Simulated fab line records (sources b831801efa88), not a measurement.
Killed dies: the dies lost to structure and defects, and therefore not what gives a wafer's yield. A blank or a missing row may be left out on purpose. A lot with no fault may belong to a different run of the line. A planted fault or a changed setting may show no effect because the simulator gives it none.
fab line records | flow sky130
record lots=5 wafers=15 lastDay=51
route steps=708 shown SONOS_TUNNEL@160 SONOS_ONO@168 PAD_OPEN@708
lots with no fault: from the same line, run without faults
startH: hours from the record's first day to the start of the lot's first wafer shown | waitH: hours from the lot's prior step to this one | " repeats the value in the row above | L1.1+2: one row covering several wafers at once | - no value present, or no start provided | * or withheld: withheld | < > ~ a bound
route shown NAME@n: a module of which the file shows steps, and the number in the route of the first | usual: mean and standard deviation over wafers with no fault | same: alike in all rows | chamber/n: place in a boat | sites: each site's reading | _std_site: the standard deviation of these | _edge_site: inner sites' mean taken away from outer sites' mean | radiusMm: how far each site lies from the wafer's centre | mask NAME#n: copy n | behind: tool/chamber where the wafer was last shaped | hold: what put the lot on hold/how long, in hours/how the hold closed | device: names the non-switching transistor (n, p or np) | end of line: tests of these same wafers at the route's end | a step without rows: its recipe alone | killed: dies that structure and defects cost at the first sort, which is not the same as the wafer's yield | map: the dies of a wafer, with x for killed, . for not killed, _ for no die there
set.NAME: the setting as run; set.NAME@STEP: as run at that earlier step | model.NAME: the simulator's own value behind a step, which no gauge read
lots at selected steps of the route; one table per step, one row per wafer
services: a tool's chamber out of use, with start hour (startH, from the record's first day; less than 0 if before it), hours out, and reason
## steps
# step SKY_SONOS_TUNNEL_DEVELOP_06
# recipe resist=NOVOLAK developer=TMAH developTimeS=60 devTempC=23
# step SKY_SONOS_TUNNEL_CD_MEAS_07
# recipe targetCdNm=410
# usual cdNm=410.3/2.4
# columns lot.wafer tool chamber startH waitH cdNm
L838.1 cdSem-02 - 275.92 0.1 410.1
L838.4 " - " " 411.2
L838.5 " - " " 408.1
L843.1 cdSem-01 - 289.92 0.1 409.5
L843.2 " - " " 412.4
L843.4 " - " " 412.4
L853.2 cdSem-01 - 377.09 0.1 407.1
L853.5 " - " " 406.4
L853.6 " - " " 405.0
L856.4 cdSem-01 - 401.83 0.1 413.6
L856.5 " - " " 412.0
L856.6 " - " " 411.5
L860.3 cdSem-01 - 458.71 0.1 411.4
L860.5 " - " " 413.3
L860.6 " - " " 410.7
# step SKY_SONOS_TUNNEL_OVL_MEAS_08
# usual SONOS_TUNNEL_OVL=0.7/1.4
# columns lot.wafer tool chamber startH waitH SONOS_TUNNEL_OVL[nm]
L838.1 overlay-01 - 276.04 0.1 2.0
L838.4 " - " " 2.4
L838.5 " - " " 1.4
L843.1 overlay-02 - 290.04 0.1 2.6
L843.2 " - " " 2.4
L843.4 " - " " 3.1
L853.2 overlay-01 - 377.20 0.1 1.1
L853.5 " - " " 0.1
L853.6 " - " " 1.8
L856.4 overlay-02 - 401.91 0.1 0.7
L856.5 " - " " 0.8
L856.6 " - " " 1.0
L860.3 overlay-01 - 458.80 0.1 2.4
L860.5 " - " " 1.3
L860.6 " - " " 1.8
# step SKY_SONOS_TUNNEL_IMPLANT_09
# recipe species=B energyKev=20 doseCm2=1e+12 tiltDeg=withheld
# step SKY_SONOS_TUNNEL_WET_ETCH_10
# recipe chemistry=dHF targetDepthNm=14 target=SiO2 dilution=100:1 tempC=25 timeS=280
# step SKY_SONOS_TUNNEL_STRIP_11
# recipe chemistry=SPM timeS=600 tempC=130
# step SKY_SONOS_TUNNEL_TW_MEAS_12
# usual SONOS_TUNNEL_TW=198.5/2.1
# columns lot.wafer tool chamber startH waitH SONOS_TUNNEL_TW
L838.1 filmMetro-03 - 276.52 0.0 195.3
L838.4 " - " " 196.2
L838.5 " - " " 196.3
L843.1 filmMetro-03 - 290.66 0.0 196.8
L843.2 " - " " 198.2
L843.4 " - " " 196.6
L853.2 filmMetro-03 - 377.66 0.0 198.4
L853.5 " - " " 198.5
L853.6 " - " " 198.1
L856.4 filmMetro-02 - 402.40 0.0 199.9
L856.5 " - " " 199.6
L856.6 " - " " 199.7
L860.3 filmMetro-02 - 459.36 0.0 202.5
L860.5 " - " " 201.6
L860.6 " - " " 203.1
# step SKY_SONOS_TUNNEL_CLEAN_13
# recipe chemistry=dHF timeS=20 dilution=100:1 dry=ipaMarangoni
# step SKY_SONOS_ONO_OXIDATION_00
# recipe tempC=800 ambient=O2 idleTempC=700 rampUpCPerMin=10 rampDownCPerMin=3 stabiliseS=600 purgeS=300 targetThkA=26 oxTimeS=1249
# step SKY_SONOS_ONO_THK_MEAS_01
# recipe reads=SiO2_of_SONOS_ONO_OXIDATION_00
# usual SONOS_ONO_OXIDATION_THK=2.59/0.06
# columns lot.wafer tool chamber startH waitH SONOS_ONO_OXIDATION_THK[nm]
L838.1 filmMetro-02 - 277.98 0.0 2.61
L838.4 " - " " 2.59
L838.5 " - " " 2.59
L843.1 filmMetro-01 - 293.08 0.0 2.57
L843.2 " - " " 2.62
L843.4 " - " " 2.60
L853.2 filmMetro-02 - 382.68 0.0 2.50
L853.5 " - " " 2.51
L853.6 " - " " 2.48
L856.4 filmMetro-02 - 404.44 0.0 2.60
L856.5 " - " " 2.53
L856.6 " - " " 2.56
L860.3 filmMetro-02 - 462.69 0.0 2.64
L860.5 " - " " 2.64
L860.6 " - " " 2.60
# step SKY_SONOS_ONO_CVD_02
# recipe material=Si3N4 precursor=DCS/NH3 targetThkNm=10.5 tempC=770 timeS=180 pressureMtorr=250
# step SKY_SONOS_ONO_THK_MEAS_03
# recipe reads=Si3N4_of_SONOS_ONO_CVD_02
# usual SONOS_ONO_CVD_02_THK=10.47/0.14
# columns lot.wafer tool chamber startH waitH SONOS_ONO_CVD_02_THK[nm]
L838.1 filmMetro-01 - 279.53 0.0 10.36
L838.4 " - " " 10.35
L838.5 " - " " 10.49
L843.1 filmMetro-01 - 294.63 0.0 10.27
L843.2 " - " " 10.21
L843.4 " - " " 10.20
L853.2 filmMetro-03 - 383.79 0.0 10.67
L853.5 " - " " 10.64
L853.6 " - " " 10.71
L856.4 filmMetro-03 - 407.12 0.0 10.67
L856.5 " - " " 10.62
L856.6 " - " " 10.72
L860.3 filmMetro-02 - 463.80 0.0 10.58
L860.5 " - " " 10.58
L860.6 " - " " 10.58
# step SKY_SONOS_ONO_CVD_04
# recipe material=SiO2 precursor=SiH4/N2O targetThkNm=5.7199 tempC=900 pressureMtorr=400
# usual spikeTcBottomC=918.8/1.5 spikeTcCentreC=899.2/1.1 spikeTcLowerC=900.3/1.1 zonePowerBottomPct=27.3/1.3 zonePowerCentrePct=17.8/1 zonePowerLowerPct=16.4/0.49
# columns lot.wafer tool chamber startH waitH spikeTcBottomC spikeTcCentreC spikeTcLowerC zonePowerBottomPct zonePowerCentrePct zonePowerLowerPct
L838.1 lpcvd-03 1 279.59 0.1 919.4 900.7 901.1 28.7 19.0 16.5
L838.4 " 1 " " 921.7 901.1 900.4 28.5 18.9 16.8
L838.5 " 1 " " 921.9 898.3 901.8 28.5 19.0 16.9
L843.1 lpcvd-03 1 297.98 3.3 919.8 898.9 899.8 28.4 18.8 16.6
L843.2 " 1 " " 919.0 899.5 899.7 28.4 18.8 16.9
L843.4 " 1 " " 920.7 898.6 900.5 28.3 18.9 16.9
L853.2 lpcvd-03 0 383.84 0.0 911.2 894.6 942.9 19.7 9.5 31.4
L853.5 " 0 " " 908.8 896.3 943.3 19.7 9.4 31.7
L853.6 " 0 " " 910.5 894.8 944.9 19.8 9.2 30.8
L856.4 lpcvd-03 1 407.15 0.0 919.8 898.1 898.8 28.4 18.6 16.9
L856.5 " 1 " " 918.9 899.1 903.9 28.3 18.7 16.8
L856.6 " 1 " " 920.6 899.3 900.8 28.9 18.8 16.9
L860.3 lpcvd-03 1 463.84 0.0 920.3 896.5 900.6 28.4 18.9 16.7
L860.5 " 1 " " 920.4 897.9 900.4 29.1 19.0 16.9
L860.6 " 1 " " 919.7 899.3 899.8 28.4 18.8 16.7
# step SKY_SONOS_ONO_THK_MEAS_05
# recipe reads=SiO2_of_SONOS_ONO_CVD_04
# usual SONOS_ONO_CVD_04_THK=5.72/0.1
# columns lot.wafer tool chamber startH waitH SONOS_ONO_CVD_04_THK[nm]
L838.1 filmMetro-02 - 280.84 0.0 5.65
L838.4 " - " " 5.70
L838.5 " - " " 5.67
L843.1 filmMetro-02 - 299.23 0.0 5.79
L843.2 " - " " 5.79
L843.4 " - " " 5.76
L853.2 filmMetro-01 - 385.10 0.0 5.77
L853.5 " - " " 5.87
L853.6 " - " " 5.84
L856.4 filmMetro-03 - 408.43 0.0 5.82
L856.5 " - " " 5.64
L856.6 " - " " 5.74
L860.3 filmMetro-01 - 465.11 0.0 5.77
L860.5 " - " " 5.72
L860.6 " - " " 5.72
# step SKY_PAD_OPEN_PROBE_99
# usual killed_at_M0_to_M3=44/6.8 killed_at_M4_up=2.9/1.9 killedAtContacts=24/5.2 killedAtFrontEnd=16/4.1 killedAtOther=0.4/0.74 killedDies=88/9.1 killedOpen=48/7.2 killedShort=39/5.6
# same grossDies=492 killedAtBackSide=0
# columns lot.wafer tool chamber startH waitH killed_at_M0_to_M3 killed_at_M4_up killedAtContacts killedAtFrontEnd killedAtOther killedDies killedOpen killedShort
L838.1 prober-01 - 1092.90 0.1 31 9 18 12 0 70 39 31
L838.4 prober-01 - 1093.05 0.2 56 2 22 13 0 93 54 39
L838.5 prober-01 - 1093.10 0.2 42 4 21 24 0 91 45 46
L843.1 prober-02 - 1108.19 0.1 46 1 29 15 0 91 60 30
L843.2 prober-02 - 1108.24 0.1 39 6 36 13 0 94 53 41
L843.4 prober-02 - 1108.34 0.2 34 5 37 18 1 95 47 47
L853.2 prober-02 - 1166.42 0.1 50 1 27 9 1 88 50 38
L853.5 prober-02 - 1166.57 0.2 45 5 24 16 0 90 51 39
L853.6 prober-02 - 1166.62 0.2 36 3 29 21 0 89 42 47
L856.4 prober-01 - 1189.03 0.2 35 1 24 18 0 78 46 32
L856.5 prober-01 - 1189.08 0.2 49 1 22 15 0 87 42 45
L856.6 prober-01 - 1189.13 0.2 37 4 29 8 0 78 38 39
L860.3 prober-01 - 1216.07 0.2 60 6 23 23 0 112 65 47
L860.5 prober-01 - 1216.17 0.2 47 4 30 11 2 94 56 38
L860.6 prober-01 - 1216.22 0.2 37 4 23 18 0 82 44 38
# killed by level:class
L838.1 VIA1:geometricParticle:open=12 CONTACT:geometricParticle:open=6 METAL4:geometricParticle:short=6 LI_CONTACT:geometricParticle:open=5 SPACER:geometricParticle:short=4 FIELD_ISO:geometricParticle:short=3 POLY_GATE:geometricParticle:open=3 LOCAL_INTERCONNECT:geometricParticle:open=3
L838.4 METAL1:geometricParticle:short=14 VIA1:geometricParticle:open=13 VIA2:geometricParticle:open=10 LI_CONTACT:geometricParticle:open=8 VIA3:geometricParticle:open=7 POLY_GATE:geometricParticle:short=5 METAL2:geometricParticle:short=5 CONTACT:geometricParticle:short=4
L838.5 VIA1:geometricParticle:open=11 FIELD_ISO:geometricParticle:open=8 VIA1:geometricParticle:short=6 LI_CONTACT:geometricParticle:open=6 FIELD_ISO:geometricParticle:short=5 LI_CONTACT:geometricParticle:short=5 POLY_GATE:geometricParticle:open=4 VIA2:geometricParticle:short=4
L843.1 VIA1:geometricParticle:open=14 VIA3:geometricParticle:open=10 CONTACT:geometricParticle:open=8 VIA2:geometricParticle:open=8 CONTACT:geometricParticle:short=7 METAL2:geometricParticle:short=7 LI_CONTACT:geometricParticle:open=6 POLY_GATE:geometricParticle:open=5
L843.2 CONTACT:geometricParticle:open=13 VIA1:geometricParticle:open=10 LI_CONTACT:geometricParticle:open=9 CONTACT:geometricParticle:short=8 VIA2:geometricParticle:open=8 METAL4:geometricParticle:short=5 POLY_GATE:geometricParticle:open=4 POLY_GATE:geometricParticle:short=4
L843.4 LI_CONTACT:geometricParticle:open=10 CONTACT:geometricParticle:open=9 CONTACT:geometricParticle:short=8 VIA3:geometricParticle:open=6 FIELD_ISO:geometricParticle:short=5 VIA2:geometricParticle:short=5 LI_CONTACT:geometricParticle:short=5 METAL4:geometricParticle:short=5
L853.2 CONTACT:geometricParticle:open=12 VIA2:geometricParticle:open=10 VIA1:geometricParticle:open=10 LI_CONTACT:geometricParticle:open=7 VIA1:geometricParticle:short=6 LOCAL_INTERCONNECT:geometricParticle:short=5 METAL1:geometricParticle:short=5 METAL2:geometricParticle:short=5
L853.5 CONTACT:geometricParticle:open=12 VIA1:geometricParticle:open=8 METAL2:geometricParticle:short=8 LOCAL_INTERCONNECT:geometricParticle:short=7 POLY_GATE:geometricParticle:open=6 VIA3:geometricParticle:open=6 FIELD_ISO:geometricParticle:open=5 VIA2:geometricParticle:short=5
L853.6 LI_CONTACT:geometricParticle:open=9 VIA1:geometricParticle:open=8 POLY_GATE:geometricParticle:short=6 CONTACT:geometricParticle:short=6 METAL3:geometricParticle:short=6 VIA2:geometricParticle:short=6 POLY_GATE:geometricParticle:open=5 LOCAL_INTERCONNECT:geometricParticle:short=5
L856.4 VIA1:geometricParticle:open=11 POLY_GATE:geometricParticle:open=8 LI_CONTACT:geometricParticle:open=6 CONTACT:geometricParticle:short=6 CONTACT:geometricParticle:open=6 VIA3:geometricParticle:open=6 METAL1:geometricParticle:short=4 VIA3:geometricParticle:short=4
L856.5 VIA1:geometricParticle:open=10 CONTACT:geometricParticle:open=9 VIA1:geometricParticle:short=8 METAL1:geometricParticle:short=7 VIA2:geometricParticle:open=6 VIA3:geometricParticle:open=6 CONTACT:geometricParticle:short=5 VIA3:geometricParticle:short=5
L856.6 CONTACT:geometricParticle:open=9 LI_CONTACT:geometricParticle:open=8 METAL1:geometricParticle:short=6 VIA1:geometricParticle:open=6 CONTACT:geometricParticle:short=5 VIA2:geometricParticle:open=5 LI_CONTACT:geometricParticle:short=4 METAL2:geometricParticle:short=4
L860.3 VIA1:geometricParticle:open=17 METAL1:geometricParticle:short=12 LI_CONTACT:geometricParticle:open=9 VIA3:geometricParticle:open=8 VIA2:geometricParticle:open=7 CONTACT:geometricParticle:open=6 FIELD_ISO:geometricParticle:short=5 FIELD_ISO:geometricParticle:open=5
L860.5 VIA1:geometricParticle:open=14 LI_CONTACT:geometricParticle:open=9 CONTACT:geometricParticle:open=9 METAL2:geometricParticle:short=9 VIA2:geometricParticle:open=6 VIA3:geometricParticle:open=6 CONTACT:geometricParticle:short=5 FIELD_ISO:geometricParticle:short=4
L860.6 LI_CONTACT:geometricParticle:open=8 VIA1:geometricParticle:open=8 CONTACT:geometricParticle:short=6 VIA1:geometricParticle:short=5 VIA3:geometricParticle:open=5 CONTACT:geometricParticle:open=4 POLY_GATE:geometricParticle:short=4 METAL3:geometricParticle:short=4
## services
# columns tool chamber startH hours kind
lpcvd-03 - 366.28 2.8 pm
## key
firstSign step=SKY_SONOS_ONO_CVD_04 reading=spikeTcLowerC direction=up sigmas=40 usual=900.3 struck=943.7
effect step=SKY_SONOS_ONO_CVD_04 reading=zonePowerLowerPct direction=up sigmas=31 usual=16.4 struck=31.3
metAt SKY_SONOS_ONO_CVD_04
struckWafers L853.2,L853.5,L853.6
testerLeftOut L853
fault kind=processParameterDrift tool=lpcvd-03 chamber=0 onsetH=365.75 steps=SKY_SONOS_ONO_CVD_04 channel=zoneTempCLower offset=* shape=step endH=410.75
# testerLeftOut: of these lots the tester's yield and bins aren't shown, on N5 and GAA mostly nor the transistor test; their killed dies are dies lost to structure and defects alone, not to doping, threshold or leakage, so they don't give the yield
